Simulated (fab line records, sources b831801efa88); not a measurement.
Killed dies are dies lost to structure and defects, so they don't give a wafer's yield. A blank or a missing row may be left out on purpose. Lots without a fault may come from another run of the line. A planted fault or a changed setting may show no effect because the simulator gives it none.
A struck lot beside a sound one | flow sky130 | 21 steps out of a route of 708
Sound: wafers L753.1, L753.3, L753.4. Struck: wafers L771.3, L771.4, L771.6. The cause comes at the end.
At each step with rows: each side's tool, then ch and its chambers, then its first start. Under that, the readings that differ: sound wafers | struck wafers | difference of the means | sigmas: that difference in standard deviations of wafers without a fault.
alike: readings whose means differ by less than 2 such deviations, and words and numbers that are the same on both sides. not compared: withheld readings, readings that some wafer has no value for, bounds like >300 that may hide the same value, and numbers for which the record gives no deviation and whose values overlap.
The two part at a step that has a row with sigmas, a row that says differs or no value, or rows on one side only. Numbers that don't overlap but have no deviation are shown without sigmas and don't part them. A reading that every wafer of one side lacks parts them only if that side has two wafers or more.

SKY_LI_CONTACT_CVD_21: deposits W, target thk 400 nm, time 120.56 s.
  sound on cvd_w-01 ch 0,1, day 29 10:31; struck on cvd_w-01 ch 0,1, day 35 10:19
  alike: heater_power_outer_w, heater_power_w
SKY_LI_CONTACT_RS_MEAS_22: measures by four-point-probe.
  sound on film_metro-02, day 29 10:38; struck on film_metro-03, day 35 10:26
  alike: LI_CONTACT_W_RS
SKY_LI_CONTACT_THK_MEAS_23: measures by xrf.
  sound on film_metro-02, day 29 10:46; struck on film_metro-03, day 35 10:32
  alike: LI_CONTACT_W_THK
SKY_LI_CONTACT_CMP_24: polishes, stops on PSG, t overpolish 20 s, target thk 0 nm.
  sound on cmp-01 ch 1,2,3, day 29 10:52; struck on cmp-01 ch 1,3, day 35 10:35
  alike: motor_current_A, overpolish_run_s, time_to_endpoint_s
SKY_LOCAL_INTERCONNECT_SPUTTER_00: material TiN, target thk 100 nm, time 83.3 s.
  sound on pvd_sputter-03, day 29 11:07; struck on pvd_sputter-03, day 35 10:53
  alike: throttle_valve_pct
SKY_LOCAL_INTERCONNECT_RS_MEAS_01: measures by four-point-probe.
  sound on film_metro-02, day 29 11:11; struck on film_metro-04, day 35 10:59
  alike: LOCAL_INTERCONNECT_TIN_RS
SKY_LOCAL_INTERCONNECT_THK_MEAS_02: measures by xrf.
  sound on film_metro-02, day 29 11:18; struck on film_metro-04, day 35 11:05
  alike: LOCAL_INTERCONNECT_TIN_THK
then, 5 steps without rows for these wafers: SKY_LOCAL_INTERCONNECT_DEHYDRATE_03 (time 60 s); SKY_LOCAL_INTERCONNECT_HMDS_04 (prime time 60 s); SKY_LOCAL_INTERCONNECT_COAT_05 (resist thk 60 nm); SKY_LOCAL_INTERCONNECT_COAT_06 (resist thk 450 nm); SKY_LOCAL_INTERCONNECT_SOFTBAKE_07 (time 90 s).
SKY_LOCAL_INTERCONNECT_EXPOSE_08: exposes mask LI1M, target cd 170 nm.
  sound on krf_scanner-01 ch 0, day 30 01:31; struck on krf_scanner-01 ch 0, day 36 00:32
  reading              | sound             | struck            | difference | sigmas
  exposure_dose_mJ_cm2 | 27.98 28.00 27.97 | 30.51 30.51 30.48 | +2.52      | +68
  alike: mask
then, 2 steps without rows for these wafers: SKY_LOCAL_INTERCONNECT_PEB_09; SKY_LOCAL_INTERCONNECT_DEVELOP_10 (develop time 60 s).
SKY_LOCAL_INTERCONNECT_CD_MEAS_11: target cd 170 nm.
  sound on cd_sem-01, day 30 15:45; struck on cd_sem-02, day 36 13:26
  reading    | sound             | struck            | difference | sigmas
  cd_nm (nm) | 170.6 170.9 171.3 | 151.6 152.1 152.5 | -18.9      | -16
SKY_LOCAL_INTERCONNECT_OVL_MEAS_12:
  sound on overlay-01, day 30 15:52; struck on overlay-02, day 36 13:32
  alike: LOCAL_INTERCONNECT_OVL
SKY_LOCAL_INTERCONNECT_ETCH_13: etches BARC in N2/H2, stops on SiO2, time 45.9 s, target depth 60 nm.
  sound on rie_metal-04 ch 0,1, day 30 15:54; struck on rie_metal-01 ch 0,1, day 36 13:34
  reading                             | sound             | struck            | difference | sigmas
  drypump_motor_current_A (A)         | 5.4 5.9 5.4       | 6.6 6.6 6.6       | +1.0       | +3
  model.LOCAL_INTERCONNECT.cd_nm (nm) | 170.4 171.1 171.2 | 153.1 152.5 153.5 | -17.9      |
  alike: bias_w, h2_flow_sccm, oes_product_au, throttle_valve_pct
  not compared: rf_hours_counter_h
SKY_LOCAL_INTERCONNECT_METAL_ETCH_14: etches TiN in Cl2/BCl3, stops on PSG, target depth 110 nm, time 31.4 s.
  sound on rie_metal-04 ch 0,1, day 30 15:58; struck on rie_metal-01 ch 0,1, day 36 13:38
  reading                             | sound             | struck            | difference | sigmas
  drypump_motor_current_A (A)         | 5.5 5.9 5.5       | 6.6 6.6 6.6       | +1.0       | +2
  oes_product_au (a.u.)               | 0.933 0.931 0.931 | 0.953 0.942 0.945 | +0.015     | +2
  model.LOCAL_INTERCONNECT.cd_nm (nm) | 169.9 171 170     | 152.7 152.2 153   | -17.7      |
  alike: bias_w, throttle_valve_pct
  not compared: rf_hours_counter_h
SKY_LOCAL_INTERCONNECT_STRIP_15: strips in O2/N2.
  sound on plasma_asher-01 ch 0,1, day 30 16:01; struck on plasma_asher-03 ch 0,1, day 36 13:42
  alike: drypump_motor_current_A, o2_flow_sccm, oes_product_au, strip_time_to_endpoint_s
  not compared: rf_hours_counter_h
-- the record jumps here: 14 days lie between the struck wafers' starts before and after (it left off in module LOCAL_INTERCONNECT and takes up again in module PAD_OPEN, whose first step shown is number 708 of the route) --
SKY_PAD_OPEN_PROBE_99:
  sound on prober-02, day 46 01:38; struck on prober-02, day 50 05:11
  reading                        | sound             | struck            | difference | sigmas
  killed_at_other                | 0 0 0             | 2 1 1             | +1         | +2
  model.etest.res_li.line_ohm_um | 75.17 75.2 76.61  | 81.64 83.06 82.76 | +6.83      |
  model.etest.mcon_chain.rc_ohm  | 16.79 16.58 16.66 | 17.2 17.89 17.25  | +0.8       |
  alike: killed_at_M0_to_M3, killed_at_M4_up, killed_at_contacts, killed_at_front_end, killed_dies, killed_open, killed_short

WHERE THEY PART
First at SKY_LOCAL_INTERCONNECT_EXPOSE_08; last, within this record, at SKY_PAD_OPEN_PROBE_99.

WHY: what the simulator had put in
Process parameter drift: krf_scanner-01, from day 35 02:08 on, at SKY_LOCAL_INTERCONNECT_EXPOSE_08. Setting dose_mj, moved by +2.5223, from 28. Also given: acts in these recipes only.
